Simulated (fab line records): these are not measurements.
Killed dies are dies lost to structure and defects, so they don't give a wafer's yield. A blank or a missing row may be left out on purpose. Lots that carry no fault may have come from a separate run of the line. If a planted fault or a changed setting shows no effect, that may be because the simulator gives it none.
8D (eight disciplines) problem report, filled in by code    flow sky130    the parts of the form that need people (team, actions taken, sign-off) are left out

## 1. WHAT WENT WRONG
Wafers without a fault read 892 W, standard deviation 3.6; rf fwd power W at SKY_CAPM_METAL_ETCH_13 reads a mean of 750 W on 6 wafers belonging to 2 lots. That is -40 standard deviations from the usual mean.
The step: etches TiN in Cl2/BCl3, stops on SiO2, target depth 220 nm, time 62.9 s.
Seen first at day 40 14:52 on rie metal-01, wafer L504.1. The record has a number at this step for 33 wafers belonging to 11 lots. The rule behind "out" and "out of limits": a value lying over 4 standard deviations away from the usual mean. All remaining wafers that have a number are taken as sound.

## 2. WHAT THIS IS AND IS NOT
question                     is                      is not
which readings at this step  rf fwd power W          mfc cl2 sccm
which lots                   L504, L505              L500, L503, L510, L512, L513, L514, L515, L516, L517
which wafers of those lots   all that have a number  -
read on which tools          rie metal-01            rie metal-02, rie metal-03
when                         from day 40 14:52       up to then (6 sound wafers); but 21 sound wafers of L510, L512, L513, L514, L515, L516, L517 came after

## 3. THE SUSPECTS, EACH WITH WHAT RULES IT OUT
Counting: a tool stays on the suspect list if, at a process step up to the reading, it processed all lots that are out and no sound lot following the first of them.
- pvd sputter-02 at SKY_METAL3_SPUTTER_04 (material TiN, target thk 70 nm, time 58.3 s): ruled out as a lasting fault. The sound lots L510, L512, L517 went through it after L504, its earliest lot that is out (day 39 14:04).
- rie metal-01 at SKY_CAPM_METAL_ETCH_13 (etches TiN in Cl2/BCl3, stops on SiO2, target depth 220 nm, time 62.9 s): ruled out as a lasting fault. The sound lots L515 went through it after L504, its earliest lot that is out (day 40 14:52).
Left after counting: nothing in the record.

## 4. THE CAUSE (what the simulator had put in)
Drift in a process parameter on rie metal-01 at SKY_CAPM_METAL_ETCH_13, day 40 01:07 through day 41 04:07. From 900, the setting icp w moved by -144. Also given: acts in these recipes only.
Counting ruled it out, wrongly.

## 5. THE EFFECT CHAIN, in route order
Rows list readings where the struck wafers' mean (over those with a number) sits beyond 3 standard deviations from the usual. Readings are gone through only where the record gives a usual standard deviation; hours: the median, over the lots, of the time from a lot's start at the first step in this table giving one to that lot's start at this step; sigmas: the change measured in usual standard deviations.
hours  step                    reading                   usual    on struck wafers  change  sigmas
0      SKY_CAPM_METAL_ETCH_13  rf fwd power W            892 W    750               -142    -40
0      SKY_CAPM_STRIP_14       strip time to endpoint s  12.66 s  12.81             +0.15   +3.1
It contains these process steps:
- SKY_CAPM_METAL_ETCH_13: etches TiN in Cl2/BCl3, stops on SiO2, target depth 220 nm, time 62.9 s.
- SKY_CAPM_STRIP_14: strips in O2/N2.

## 6. WHAT WOULD HAVE CAUGHT IT SOONER
In this record the first reading out of limits was taken at day 40 14:52, 14 hours after the fault began at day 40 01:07.
